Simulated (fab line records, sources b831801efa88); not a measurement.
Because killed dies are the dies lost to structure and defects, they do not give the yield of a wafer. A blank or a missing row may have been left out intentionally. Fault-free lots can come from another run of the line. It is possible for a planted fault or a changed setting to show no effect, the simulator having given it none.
fab line records	flow sky130
[record] lots = 6	wafers = 18	last-day = 50
route steps=708 shown METAL4@637 VIA4@639 PAD_OPEN@708
lots untouched by any fault: they come from a run of this same line in which no faults occurred
start-h: hours from the record's opening day to when the first of the lot's shown wafers began	wait-h: hours since the lot's step before	" same as the row above	L1.1+2: a row that stands for several wafers	- no value, or no start was given	* or withheld: withheld	< > ~ a bound
route shown NAME@n: NAME is a module with steps in the file, n the number in the route of the first one	usual: the fault-free wafers' mean and standard deviation	same: alike in all rows	chamber/n: place in a boat	sites: the reading at each site	_std_site: standard deviation across them	_edge_site: inner sites' mean taken away from outer sites' mean	radius-mm: for every site, how far away it sits from the centre of the wafer	mask NAME#n: copy n	behind: the most recent tool/chamber to have shaped the wafer	hold: the reason the lot was held/the length of the hold in hours/how it ended	device: transistor that didn't switch, given as n, p or np	end of line: tests of these same wafers at the route's end	a step without rows: its recipe alone	killed: the dies lost at the first sort to structure and to defects; this is not the yield of the wafer	map: a wafer's dies, marking killed ones x, the rest . and places with no die _
set.NAME: the setting that was run; set.NAME@STEP: the one run at that earlier step	model.NAME: the simulator's own value behind a step, which no gauge read
certain route steps with their lots: each step a table, each wafer a row
services: from which hour (start-h, from the record's first day; less than 0 if before it) a tool's chamber was out of use, for how many hours, and why
[[steps]]
[step SKY_METAL4_CLEAN_21]
[recipe] chemistry = IPA	time-s = 180	temp-c = 25
[step SKY_METAL4_CLEAN_22]
[recipe] chemistry = O3/DIW	dry = n2-spin
[step SKY_VIA4_HDPCVD_00]
[recipe] material = SiO2	target-thk-nm = 1750	sigma-open-frac = 0.3	time-s = 291.7	temp-c = 400	sih4-flow-sccm = 60	pressure-mtorr = 6
[step SKY_VIA4_THK_MEAS_01]
[recipe] reads = SiO2_of_VIA4_HDPCVD_00
[usual] VIA4_HDPCVD_THK = 1753/23
lot.wafer	tool	chamber	start-h	wait-h	VIA4_HDPCVD_THK[nm]
L227.3	film-metro-01	-	990.57	0.1	1772
L227.5	"	-	"	"	1755
L227.6	"	-	"	"	1740
L231.1	film-metro-02	-	1010.48	0.1	1733
L231.2	"	-	"	"	1722
L231.4	"	-	"	"	1735
L237.1	film-metro-02	-	1053.08	0.1	1715
L237.4	"	-	"	"	1761
L237.5	"	-	"	"	1721
L238.1	film-metro-03	-	1063.03	0.1	1714
L238.3	"	-	"	"	1764
L238.4	"	-	"	"	1741
L246.1	film-metro-01	-	1109.31	0.1	1733
L246.4	"	-	"	"	1765
L246.6	"	-	"	"	1732
L248.1	film-metro-02	-	1118.75	0.1	1785
L248.3	"	-	"	"	1710
L248.4	"	-	"	"	1715
[step SKY_VIA4_CMP_02]
[recipe] material = SiO2	down-force-psi = 4	platen-rpm = 60	pad-velocity-m-s = 0.94248
[usual] motor-current-A = 12.0/0.94
lot.wafer	tool	chamber	start-h	wait-h	motor-current-A
L227.3	cmp-01	3	990.61	0.0	11.7
L227.5	"	3	"	"	12.2
L227.6	"	0	"	"	10.9
L231.1	cmp-01	3	1010.54	0.1	11.7
L231.2	"	0	"	"	10.2
L231.4	"	1	"	"	12.6
L237.4	cmp-01	0	1053.14	0.0	11.1
L237.1	"	2	"	"	12.5
L237.5	"	0	"	"	10.9
L238.1	cmp-02	3	1063.09	0.1	13.2
L238.4	"	1	"	"	12.4
L238.3	"	2	"	"	10.1
L246.4	cmp-01	2	1109.37	0.0	13.1
L246.1	"	3	"	"	11.6
L246.6	"	3	"	"	11.5
L248.1	cmp-01	2	1118.84	0.1	12.7
L248.4	"	3	"	"	11.2
L248.3	"	1	"	"	12.4
[step SKY_VIA4_BOW_MEAS_03]
[recipe] mode = bow
[usual] VIA4_BOW = 80/8.5
lot.wafer	tool	chamber	start-h	wait-h	VIA4_BOW[um]
L227.3	film-metro-01	-	990.97	0.3	91
L227.5	"	-	"	"	94
L227.6	"	-	"	"	84
L231.1	film-metro-03	-	1010.84	0.2	82
L231.2	"	-	"	"	75
L231.4	"	-	"	"	69
L237.1	film-metro-02	-	1053.44	0.1	88
L237.4	"	-	"	"	80
L237.5	"	-	"	"	81
L238.1	film-metro-03	-	1063.39	0.2	78
L238.3	"	-	"	"	85
L238.4	"	-	"	"	87
L246.1	film-metro-03	-	1109.67	0.2	86
L246.4	"	-	"	"	96
L246.6	"	-	"	"	91
L248.1	film-metro-02	-	1119.14	0.2	92
L248.3	"	-	"	"	87
L248.4	"	-	"	"	81
[step SKY_VIA4_DEHYDRATE_04]
[recipe] temp-c = 200	time-s = 60
[step SKY_VIA4_HMDS_05]
[recipe] prime-time-s = 60	prime-temp-c = 120
[step SKY_VIA4_COAT_06]
[recipe] resist = NOVOLAK	spin-rpm = 3000	resist-thk-nm = 1140
[step SKY_VIA4_SOFTBAKE_07]
[recipe] temp-c = 90	time-s = 60	resist = NOVOLAK
[step SKY_VIA4_EXPOSE_08]
[recipe] mask-id = VIM4	na = 0.6	source-shape = conventional	sigma-outer = 0.6	polarization = unpolarized	target-cd-nm = 800	dose-mj = 132
[step SKY_VIA4_PEB_09]
[recipe] temp-c = withheld	time-s = *	resist = NOVOLAK
[step SKY_VIA4_DEVELOP_10]
[recipe] resist = NOVOLAK	developer = TMAH	develop-time-s = 60	dev-temp-c = 23
[usual] developer-temp-C = 23.01/0.11
lot.wafer	tool	chamber	start-h	wait-h	developer-temp-C
L227.3	litho-track-01	0	1013.26	0.1	23.21
L227.5	"	0	"	"	23.05
L227.6	"	0	"	"	23.15
L231.1	litho-track-02	0	1032.12	0.1	22.81
L231.2	"	0	"	"	22.93
L231.4	"	0	"	"	23.00
L237.1	litho-track-01	0	1074.61	0.1	25.37
L237.4	"	0	"	"	25.21
L237.5	"	0	"	"	25.40
L238.1	litho-track-01	0	1083.71	0.1	25.32
L238.3	"	0	"	"	25.45
L238.4	"	0	"	"	25.45
L246.1	litho-track-04	0	1127.55	0.1	23.06
L246.4	"	0	"	"	22.95
L246.6	"	0	"	"	22.93
L248.1	litho-track-04	0	1136.80	0.1	23.08
L248.3	"	0	"	"	23.01
L248.4	"	0	"	"	23.10
[step SKY_VIA4_OVL_MEAS_11]
[usual] VIA4_OVL = 0.2/1.6
lot.wafer	tool	chamber	start-h	wait-h	VIA4_OVL[nm]
L227.3	overlay-01	-	1013.37	0.1	-0.6
L227.5	"	-	"	"	0.4
L227.6	"	-	"	"	0.9
L231.1	overlay-02	-	1032.27	0.1	2.8
L231.2	"	-	"	"	1.6
L231.4	"	-	"	"	2.7
L237.1	overlay-01	-	1074.76	0.1	1.5
L237.4	"	-	"	"	0.0
L237.5	"	-	"	"	0.2
L238.1	overlay-02	-	1083.86	0.1	0.7
L238.3	"	-	"	"	0.9
L238.4	"	-	"	"	-0.8
L246.1	overlay-01	-	1127.70	0.1	-2.6
L246.4	"	-	"	"	-0.3
L246.6	"	-	"	"	1.8
L248.1	overlay-02	-	1136.95	0.1	-2.6
L248.3	"	-	"	"	-1.4
L248.4	"	-	"	"	-3.1
[step SKY_VIA4_ETCH_12]
[recipe] target = SiO2	chemistry = C4F8/O2/Ar	stop-on = TiN	mask-material = NOVOLAK	source-w = 1500	bias-w = 1200	pressure-mtorr = 40	c4f8-flow-sccm = withheld	O2_flow_sccm = 6	Ar_flow_sccm = 300	time-s = withheld	target-depth-a = 5800
[usual] oes-product-au = 0.926/0.0046
lot.wafer	tool	chamber	start-h	wait-h	oes-product-au	model.VIA4.cd-nm
L227.3	rie-diel-04	0	1013.40	0.0	0.922	801
L227.5	"	0	"	"	0.923	799.2
L227.6	"	3	"	"	0.924	800
L231.1	rie-diel-02	3	1032.30	0.0	0.931	800.5
L231.2	"	2	"	"	0.922	801.9
L231.4	"	3	"	"	0.930	801.1
L237.1	rie-diel-04	3	1074.80	0.0	0.924	787.5
L237.4	"	1	"	"	0.934	790.9
L237.5	"	3	"	"	0.923	792
L238.1	rie-diel-04	1	1083.90	0.0	0.930	791.8
L238.3	"	2	"	"	0.924	794
L238.4	"	0	"	"	0.925	794
L246.1	rie-diel-03	0	1127.74	0.0	0.923	799.4
L246.4	"	0	"	"	0.931	801.2
L246.6	"	1	"	"	0.923	798.9
L248.1	rie-diel-03	3	1136.99	0.0	0.927	799.3
L248.3	"	2	"	"	0.926	798.3
L248.4	"	0	"	"	0.924	798.7
[step SKY_VIA4_STRIP_13]
[recipe] chemistry = O2/N2	power-w = 1400	pressure-mtorr = 1500	platen-temp-c = withheld	o2-flow-sccm = 3000	n2-flow-sccm = 300	overash-fraction = 0.5
[usual] drypump-motor-current-A = 5.40/0.26	oes-product-au = 0.709/0.0041	strip-time-to-endpoint-s = 12.81/0.034
lot.wafer	tool	chamber	start-h	wait-h	drypump-motor-current-A	oes-product-au	rf-hours-counter-h	strip-time-to-endpoint-s
L227.3	plasma-asher-03	0	1013.50	-	4.83	0.705	-	12.79
L227.5	"	1	"	"	5.85	0.714	-	12.82
L227.6	"	0	"	"	4.84	0.706	-	12.78
L231.1	plasma-asher-01	0	1032.37	-	5.23	0.709	57	12.76
L231.2	"	1	"	"	5.36	0.704	57	12.84
L231.4	"	0	"	"	5.23	0.710	-	12.84
L237.1	plasma-asher-04	1	1074.87	-	5.44	0.716	95	12.78
L237.4	"	0	"	"	5.60	0.701	-	12.83
L237.5	"	0	"	"	5.57	0.709	-	12.78
L238.1	plasma-asher-04	1	1083.97	-	5.41	0.711	96	12.81
L238.3	"	0	"	"	5.60	0.717	-	12.81
L238.4	"	1	"	"	5.44	0.710	-	12.78
L246.1	plasma-asher-04	0	1127.81	-	5.60	0.709	101	12.79
L246.4	"	1	"	"	5.41	0.705	-	12.82
L246.6	"	1	"	"	5.42	0.707	-	12.82
L248.1	plasma-asher-01	0	1137.06	-	5.26	0.704	68	12.81
L248.3	"	0	"	"	5.22	0.712	-	12.79
L248.4	"	1	"	"	5.34	0.703	-	12.82
[step SKY_PAD_OPEN_PROBE_99]
[usual] defect-limited-yield = 82.8/1.9	killed_at_M0_to_M3 = 42/6.3	killed_at_M4_up = 3.2/1.9	killed-at-contacts = 24/5.8	killed-at-front-end = 15/4.3	killed-at-other = 0.2/0.62	killed-dies = 85/9.3	killed-open = 46/6.8	killed-short = 38/6.1	sort_bin_3_pad_short = 0.8/0.43	sort_bin_5_function = 10.2/1.5	sort_bin_6_memory = 6.2/1.1	sort-n-pass = 407/9.3	sort-yield-pct = 82.8/1.9
[same] gross-dies = 492	killed-at-back-side = 0	sort_bin_4_leakage[%] = 0	sort_bin_8_speed[%] = 0
lot.wafer	tool	chamber	start-h	wait-h	defect-limited-yield[%]	killed_at_M0_to_M3	killed_at_M4_up	killed-at-contacts	killed-at-front-end	killed-at-other	killed-dies	killed-open	killed-short	sort_bin_3_pad_short[%]	sort_bin_5_function[%]	sort_bin_6_memory[%]	sort-n-pass	sort-yield-pct[%]
L227.3	prober-02	-	1081.65	0.2	83.1	36	1	33	13	0	83	44	39	0.4	11.6	4.9	409	83.1
L227.5	prober-02	-	1081.75	0.2	80.1	50	3	29	16	0	98	52	46	0.8	12.0	7.1	394	80.1
L227.6	prober-02	-	1081.80	0.2	81.3	44	3	35	10	0	92	56	36	0.4	10.8	7.5	400	81.3
L231.1	prober-02	-	1101.14	0.1	81.9	48	3	20	16	2	89	51	38	1.2	10.6	6.3	403	81.9
L231.2	prober-02	-	1101.19	0.1	80.9	41	4	36	13	0	94	47	47	0.4	10.6	8.1	398	80.9
L231.4	prober-02	-	1101.29	0.2	84.1	35	3	26	14	0	78	42	36	1.2	9.3	5.3	414	84.1
L237.1	prober-02	-	1139.44	0.1	83.1	40	3	19	20	1	83	46	33	1.2	11.0	4.7	409	83.1
L237.4	prober-02	-	1139.59	0.2	83.9	47	4	13	15	0	79	43	35	0.8	10.0	5.3	413	83.9
L237.5	prober-02	-	1139.64	0.2	83.7	37	4	19	20	0	80	48	29	0.4	10.0	5.9	412	83.7
L238.1	prober-01	-	1146.38	0.1	82.7	40	5	18	22	0	85	45	39	1.4	10.0	5.9	407	82.7
L238.3	prober-01	-	1146.48	0.2	81.9	44	1	28	15	1	89	59	30	0.6	11.8	5.7	403	81.9
L238.4	prober-01	-	1146.53	0.2	82.5	46	1	22	17	0	86	50	36	1.2	9.8	6.5	406	82.5
L246.1	prober-01	-	1185.91	0.1	83.3	46	7	19	9	1	82	39	43	1.2	10.8	4.7	410	83.3
L246.4	prober-01	-	1186.06	0.2	81.9	46	6	22	15	0	89	53	35	0.6	11.0	6.5	403	81.9
L246.6	prober-01	-	1186.16	0.2	85.0	40	4	20	10	0	74	40	34	0.4	7.3	7.3	418	85.0
L248.1	prober-01	-	1193.52	0.1	79.5	49	3	21	27	1	101	56	43	1.0	11.4	8.1	391	79.5
L248.3	prober-01	-	1193.62	0.2	80.9	42	3	36	13	0	94	55	37	0.4	11.2	7.5	398	80.9
L248.4	prober-01	-	1193.67	0.2	85.6	31	3	20	17	0	71	35	36	0.8	7.1	6.5	421	85.6
// killed by level:class
L227.3 CONTACT:geometric-particle:open=11 VIA1:geometric-particle:open=10 CONTACT:geometric-particle:short=7 LI_CONTACT:geometric-particle:open=6 LI_CONTACT:geometric-particle:short=5 METAL1:geometric-particle:short=5 METAL2:geometric-particle:short=5 VIA3:geometric-particle:short=4
L227.5 VIA1:geometric-particle:open=11 CONTACT:geometric-particle:open=8 VIA3:geometric-particle:open=8 VIA2:geometric-particle:open=8 FIELD_ISO:geometric-particle:short=7 LI_CONTACT:geometric-particle:open=7 CONTACT:geometric-particle:short=7 LOCAL_INTERCONNECT:geometric-particle:short=6
L227.6 CONTACT:geometric-particle:open=14 LI_CONTACT:geometric-particle:open=12 VIA3:geometric-particle:open=8 VIA1:geometric-particle:open=8 METAL1:geometric-particle:short=6 VIA1:geometric-particle:short=6 VIA2:geometric-particle:open=5 FIELD_ISO:geometric-particle:short=4
L231.1 VIA1:geometric-particle:open=15 FIELD_ISO:geometric-particle:short=9 LI_CONTACT:geometric-particle:open=8 VIA2:geometric-particle:open=8 METAL2:geometric-particle:short=6 CONTACT:geometric-particle:open=6 VIA3:geometric-particle:open=6 METAL3:geometric-particle:short=5
L231.2 CONTACT:geometric-particle:open=14 CONTACT:geometric-particle:short=9 LOCAL_INTERCONNECT:geometric-particle:short=8 VIA1:geometric-particle:open=8 VIA1:geometric-particle:short=6 METAL2:geometric-particle:short=6 FIELD_ISO:geometric-particle:open=5 VIA3:geometric-particle:open=5
L231.4 CONTACT:geometric-particle:open=9 CONTACT:geometric-particle:short=9 VIA1:geometric-particle:open=8 VIA3:geometric-particle:open=6 LI_CONTACT:geometric-particle:open=5 METAL2:geometric-particle:short=5 FIELD_ISO:geometric-particle:open=4 VIA2:geometric-particle:open=4
L237.1 VIA1:geometric-particle:open=11 CONTACT:geometric-particle:open=8 POLY_GATE:geometric-particle:short=6 METAL1:geometric-particle:short=6 VIA2:geometric-particle:open=6 FIELD_ISO:geometric-particle:open=4 LI_CONTACT:geometric-particle:open=4 VIA1:geometric-particle:short=4
L237.4 VIA2:geometric-particle:open=9 VIA1:geometric-particle:open=9 VIA1:geometric-particle:short=7 POLY_GATE:geometric-particle:open=6 METAL1:geometric-particle:short=6 VIA3:geometric-particle:open=6 CONTACT:geometric-particle:open=4 METAL2:geometric-particle:short=4
L237.5 VIA2:geometric-particle:open=10 CONTACT:geometric-particle:open=8 VIA1:geometric-particle:open=7 POLY_GATE:geometric-particle:open=5 POLY_GATE:geometric-particle:short=5 LI_CONTACT:geometric-particle:open=5 METAL1:geometric-particle:short=5 FIELD_ISO:geometric-particle:short=4
L238.1 CONTACT:geometric-particle:open=12 FIELD_ISO:geometric-particle:short=9 VIA1:geometric-particle:open=9 VIA1:geometric-particle:short=8 FIELD_ISO:geometric-particle:open=4 METAL1:geometric-particle:short=4 VIA2:geometric-particle:open=4 VIA3:geometric-particle:open=4
L238.3 CONTACT:geometric-particle:open=13 LI_CONTACT:geometric-particle:open=9 VIA1:geometric-particle:open=9 VIA3:geometric-particle:open=8 VIA2:geometric-particle:open=7 FIELD_ISO:geometric-particle:open=6 VIA1:geometric-particle:short=6 VIA2:geometric-particle:short=6
L238.4 VIA1:geometric-particle:open=14 VIA2:geometric-particle:open=7 METAL1:geometric-particle:short=7 LI_CONTACT:geometric-particle:open=6 FIELD_ISO:geometric-particle:open=5 CONTACT:geometric-particle:short=5 CONTACT:geometric-particle:open=5 VIA3:geometric-particle:open=5
L246.1 VIA3:geometric-particle:open=9 VIA2:geometric-particle:open=8 CONTACT:geometric-particle:short=6 VIA1:geometric-particle:open=6 METAL4:geometric-particle:short=6 VIA1:geometric-particle:short=5 LI_CONTACT:geometric-particle:open=4 METAL1:geometric-particle:short=4
L246.4 CONTACT:geometric-particle:open=9 VIA3:geometric-particle:open=9 VIA1:geometric-particle:open=8 VIA2:geometric-particle:open=7 LI_CONTACT:geometric-particle:open=6 METAL4:geometric-particle:short=6 FIELD_ISO:geometric-particle:open=4 POLY_GATE:geometric-particle:open=4
L246.6 VIA1:geometric-particle:open=10 VIA3:geometric-particle:open=7 METAL1:geometric-particle:short=7 POLY_GATE:geometric-particle:open=5 LI_CONTACT:geometric-particle:open=5 LOCAL_INTERCONNECT:geometric-particle:short=5 CONTACT:geometric-particle:open=4 VIA1:geometric-particle:short=4
L248.1 VIA1:geometric-particle:open=12 CONTACT:geometric-particle:open=11 FIELD_ISO:geometric-particle:open=7 METAL1:geometric-particle:short=7 FIELD_ISO:geometric-particle:short=5 SPACER:geometric-particle:open=5 VIA1:geometric-particle:short=5 METAL2:geometric-particle:short=5
L248.3 VIA1:geometric-particle:open=12 CONTACT:geometric-particle:open=9 LI_CONTACT:geometric-particle:open=8 LOCAL_INTERCONNECT:geometric-particle:short=7 POLY_GATE:geometric-particle:open=6 CONTACT:geometric-particle:short=6 METAL2:geometric-particle:short=6 VIA3:geometric-particle:open=6
L248.4 METAL1:geometric-particle:short=7 LI_CONTACT:geometric-particle:open=6 VIA2:geometric-particle:open=6 POLY_GATE:geometric-particle:short=5 POLY_GATE:geometric-particle:open=5 METAL2:geometric-particle:short=4 LOCAL_INTERCONNECT:geometric-particle:short=4 VIA1:geometric-particle:short=4
[[services]]
tool	chamber	start-h	hours	kind
cmp-02	-	970.78	7.5	pm
rie-diel-02	0	973.59	4.4	repair
cmp-02	-	983.26	3.3	repair
cmp-02	-	986.04	0.6	repair
rie-diel-02	1	1000.80	5.6	repair
rie-diel-02	0	1010.48	22.9	repair
rie-diel-03	-	1028.30	0.7	repair
rie-diel-03	2	1044.13	3.0	repair
cmp-02	-	1044.69	6.3	pm
plasma-asher-04	-	1069.21	1.1	repair
cmp-01	-	1083.24	4.0	pm
cmp-01	-	1087.24	-	consumable-replace:conditioner
cmp-01	-	1087.24	-	consumable-replace:pad
rie-diel-02	2	1088.83	7.5	repair
rie-diel-02	3	1099.72	9.5	repair
rie-diel-04	3	1109.51	-	clean
rie-diel-04	3	1109.51	17.7	scheduled-down
rie-diel-04	3	1109.51	17.7	vent-cycle
rie-diel-03	3	1117.66	16.2	repair
rie-diel-02	2	1134.17	3.9	repair
[[key]]
[first-sign] step = SKY_VIA4_DEVELOP_10	reading = developer-temp-C	direction = up	sigmas = 22	usual = *	struck = *
effect none on later readings
[model-effect] step = SKY_VIA4_ETCH_12	value = VIA4.cd-nm	without = 798.8	struck = 791.7
met-at SKY_VIA4_DEVELOP_10
struck-wafers L237.1,L237.4,L237.5,L238.1,L238.3,L238.4
onset-between 1013.26 1074.61
[fault] kind = process-parameter-drift	tool = litho-track-01	chamber = -	onset-h = 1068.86	steps = SKY_VIA4_DEVELOP_10	channel = dev-temp-c	offset = *	shape = step	end-h = 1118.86	acts-in = *	stated = *
